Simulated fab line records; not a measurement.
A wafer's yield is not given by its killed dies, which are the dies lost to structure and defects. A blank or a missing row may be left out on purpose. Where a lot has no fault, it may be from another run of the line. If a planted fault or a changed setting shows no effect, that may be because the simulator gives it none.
Matching of chambers | flow sky130 | 4 sister chambers for SKY_PASSIVATION_ETCH_11 on rie diel-03
The step etches the open film in CF4/O2, stops on AlCu, target depth 725 nm, time 161.1 s. 8 wafers are shown with their chamber, then 9 later ones without.

## WAFERS WITH THEIR CHAMBER
wafer  | chamber | throttle valve pct (%) | bias w (W)
L079.3 | 3       | 5.966                  | 150.4
L080.2 | 3       | 5.973                  | 149.7
L081.2 | 0       | 5.973                  | 150.3
L081.4 | 1       | 5.974                  | 150.6
L081.5 | 0       | 5.970                  | 150.0
L086.1 | 2       | 5.973                  | 150.5
L086.4 | 1       | 5.958                  | 148.9
L086.6 | 2       | 5.966                  | 150.4

## WAFERS WHOSE CHAMBER IS MISSING
wafer  | throttle valve pct (%) | bias w (W)
L090.1 | 5.938                  | 150.2
L090.4 | 5.973                  | 149.7
L090.6 | 5.955                  | 150.9
L092.1 | 5.968                  | 149.4
L092.3 | 5.968                  | 149.9
L092.5 | 5.963                  | 149.1
L097.2 | 5.962                  | 150.3
L097.3 | 5.956                  | 149.7
L097.6 | 5.965                  | 150.2

## EACH ONE'S CHAMBER
wafer  | from the rows above               | in truth
L090.1 | can't be placed: 1 or 3 or 2 or 0 | 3
L090.4 | can't be placed: 0 or 3 or 1 or 2 | 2
L090.6 | can't be placed: 2 or 1 or 3 or 0 | 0
L092.1 | can't be placed: 1 or 3 or 0 or 2 | 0
L092.3 | can't be placed: 3 or 1 or 0 or 2 | 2
L092.5 | can't be placed: 1 or 3 or 0 or 2 | 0
L097.2 | can't be placed: 1 or 2 or 3 or 0 | 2
L097.3 | can't be placed: 1 or 3 or 2 or 0 | 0
L097.6 | can't be placed: 1 or 3 or 2 or 0 | 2
Placed correctly: 0 of 9. Unplaceable from these rows: 9, with the true chamber sitting among the candidates in 9. Placed wrongly: 0.
How it was worked out, from the rows above alone: a wafer's distance from a chamber is the root of the sum, over the readings, of the square of ((its reading less the chamber's mean) divided by the reading's scatter). If the next closest chamber is less than 2 further off than the closest, the wafer can't be placed; otherwise it belongs to the closest. Each chamber's mean is taken over the wafers shown for it. The scatter: take each reading less its chamber's mean, square it, sum over the shown wafers, divide by the number of wafers less the number of chambers, and take the root.
